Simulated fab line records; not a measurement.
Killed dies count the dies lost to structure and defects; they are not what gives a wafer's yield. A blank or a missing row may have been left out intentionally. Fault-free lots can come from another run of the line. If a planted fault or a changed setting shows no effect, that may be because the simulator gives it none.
What tool caused it? ; flow sfqLine ; Sampling: 14 lots, 42 wafers, 4 of 325 route steps

== WHAT THE GAUGES SHOWED, per wafer ==
SFQ_M0_OVL_MEAS_906. Usual: M0_OVL gives -6 nm (standard deviation 6.9).
lot;measured;on;M0_OVL (nm);flag
L714;day 11 17:23;overlay-02;-3 -11 -7;
L715;day 12 02:20;overlay-02;-7 -5 -5;
L716;day 12 07:09;overlay-01;-18 -10 -21;
L717;day 12 16:53;overlay-02;3 -7 -5;
L719;day 13 04:41;overlay-02;-10 -8 -4;
L720;day 13 14:17;overlay-01;-12 -13 -6;
L722;day 14 06:36;overlay-02;-2 -11 3;
L724;day 14 20:03;overlay-01;-20 -20 -17;
L725;day 15 10:27;overlay-01;-11 -15 -14;
L727;day 16 05:39;overlay-02;-6 -6 0;
L728;day 16 21:23;overlay-01;-8 -11 -17;
L729;day 17 03:22;overlay-02;1 5 2;
L731;day 18 00:58;overlay-01;-8 0 -5;
L733;day 19 01:13;overlay-02;2 -4 3;

SFQ_I0_OVL_MEAS_908. Usual: I0_OVL gives -1 nm (standard deviation 4.4).
lot;measured;on;I0_OVL (nm);flag
L714;day 16 09:22;overlay-01;3 3 1;
L715;day 17 08:10;overlay-02;1 -6 0;
L716;day 17 15:23;overlay-01;-3 -5 -4;
L717;day 18 05:47;overlay-01;-5 -5 -1;
L719;day 18 22:49;overlay-02;-3 -5 -7;
L720;day 19 13:13;overlay-02;0 2 3;
L722;day 20 07:20;overlay-01;7 4 5;
L724;day 20 21:44;overlay-01;1 -9 -3;
L725;day 21 08:32;overlay-01;1 -6 -6;
L727;day 22 02:32;overlay-02;1 1 -2;
L728;day 23 06:16;overlay-02;-7 -9 -4;
L729;day 23 14:40;overlay-01;-7 -1 -9;
L731;day 24 17:44;overlay-02;4 -1 0;
L733;day 25 20:16;overlay-02;7 2 3;

== WHAT TOOL EACH LOT RAN ON (gives the tool, then ch and the chambers of the sampled wafers, and finally the start) ==
lot;SFQ_TRILAYER_INCOMING_OXIDATION_002;SFQ_TRILAYER_L0_VIA_STRIP_STRIP_017
L714;furnace-02 ch 0, day 1 10:07;rieMetal-03 ch 0,1, day 7 10:45
L715;furnace-01 ch 0, day 1 15:07;rieMetal-01 ch 0,1, day 7 19:09
L716;furnace-02 ch 0, day 1 20:07;rieMetal-02 ch 1, day 8 03:33
L717;furnace-01 ch 0, day 2 01:07;rieMetal-01 ch 0,1, day 8 09:45
L719;furnace-01 ch 0, day 2 11:07;rieMetal-01 ch 0,1, day 8 23:37
L720;furnace-02 ch 0, day 2 16:07;rieMetal-03 ch 0,1, day 9 13:03
L722;furnace-02 ch 0, day 3 02:07;rieMetal-01 ch 0,1, day 10 05:51
L724;furnace-02 ch 0, day 3 12:07;rieMetal-01 ch 0,1, day 10 15:27
L725;furnace-01 ch 0, day 3 17:07;rieMetal-02 ch 0, day 10 22:39
L727;furnace-01 ch 0, day 4 03:07;rieMetal-02 ch 0, day 11 12:43
L728;furnace-02, day 4 08:07;rieMetal-02 ch 0,1, day 12 00:16
L729;furnace-01, day 4 13:07;rieMetal-01 ch 0,1, day 12 03:40
L731;furnace-01 ch 0, day 4 23:07;rieMetal-03 ch 0, day 12 18:11
L733;furnace-01 ch 0, day 5 09:07;rieMetal-01 ch 0, day 13 09:37
- SFQ_TRILAYER_INCOMING_OXIDATION_002: target thk 500 nm, ox time 4939 s.
- SFQ_TRILAYER_L0_VIA_STRIP_STRIP_017: strips in O2.

== WHAT THE TOOLS THEMSELVES READ (means of the sampled wafers that have a number; where no wafer has one, the mark that the record gives instead) ==
SFQ_TRILAYER_INCOMING_OXIDATION_002. Usual: oxTempC 1000.0 C, standard deviation 0.48; oxTempCMax 1006.0, standard deviation 1.4; spikeTcCentreC 999.7 C, standard deviation 1.1; spikeTcLowerC 1000.2 C, standard deviation 2.3.
lot;tool;oxTempC (C);oxTempCMax;spikeTcCentreC (C);spikeTcLowerC (C);flag
L714;furnace-02;1000.1;1006.6;999.8;997.6;
L715;furnace-01;999.8;1004.4;998.8;1002.4;
L716;furnace-02;999.2;1006.2;999.4;997.9;
L717;furnace-01;999.9;1005.0;998.9;1002.0;
L719;furnace-01;999.9;1004.7;998.4;1002.8;
L720;furnace-02;1000.4;1006.5;1000.6;998.0;
L722;furnace-02;1000.1;1006.3;1000.0;998.8;
L724;furnace-02;1000.0;1006.2;1000.1;998.8;
L725;furnace-01;1000.0;1005.5;998.9;1001.7;
L727;furnace-01;999.6;1004.6;999.6;1002.5;
L728;furnace-02;-;-;-;-;OFF
L729;furnace-01;-;-;-;-;OFF
L731;furnace-01;999.7;1005.1;998.6;1002.4;
L733;furnace-01;999.7;1004.8;998.7;1002.0;

SFQ_TRILAYER_L0_VIA_STRIP_STRIP_017. Usual: chamberPressureMTorr 49.99 mTorr, standard deviation 0.051; drypumpMotorCurrentA 5.6 A, standard deviation 0.37; oesProductAu 0.993 a.u., standard deviation 0.015.
lot;tool;chamberPressureMTorr (mTorr);drypumpMotorCurrentA (A);oesProductAu (a.u.);flag
L714;rieMetal-03;50.00;5.2;1.009;
L715;rieMetal-01;49.96;5.9;0.979;
L716;rieMetal-02;49.98;5.9;0.990;
L717;rieMetal-01;50.05;5.9;0.977;
L719;rieMetal-01;50.00;5.6;0.977;
L720;rieMetal-03;49.97;5.5;1.007;
L722;rieMetal-01;49.92;5.8;0.993;
L724;rieMetal-01;49.99;5.8;0.984;
L725;rieMetal-02;50.04;5.6;0.996;
L727;rieMetal-02;49.98;5.6;0.996;
L728;rieMetal-02;49.95;5.7;0.994;
L729;rieMetal-01;50.00;5.8;0.989;
L731;rieMetal-03;50.02;5.0;1.009;
L733;rieMetal-01;49.97;5.3;0.980;

== THE ANSWER, worked out from the rows above alone ==
Rule: take the mean of a lot's wafers that have a number; if it is more than 3 standard deviations from the usual mean, the lot is off. Also off: a lot with no number at a reading for which 4 or more lots have one. The other lots that the step has rows for count as sound. First the gauges in route order, then the tools' own readings, where a lot's mean is used as printed above. The first step at which some lot is off is used, and at that step the reading that is off furthest; a lot without a number counts as furthest.
Off: L728, L729 (SFQ_TRILAYER_INCOMING_OXIDATION_002, oxTempC). Without a number there: L728, L729.
A tool fits if, at that step or a process step before it, it ran every lot that is off, and no sound lot after the first of them. No candidate that was tried fits.

== WHAT HAD BEEN PUT IN BY THE SIMULATOR ==
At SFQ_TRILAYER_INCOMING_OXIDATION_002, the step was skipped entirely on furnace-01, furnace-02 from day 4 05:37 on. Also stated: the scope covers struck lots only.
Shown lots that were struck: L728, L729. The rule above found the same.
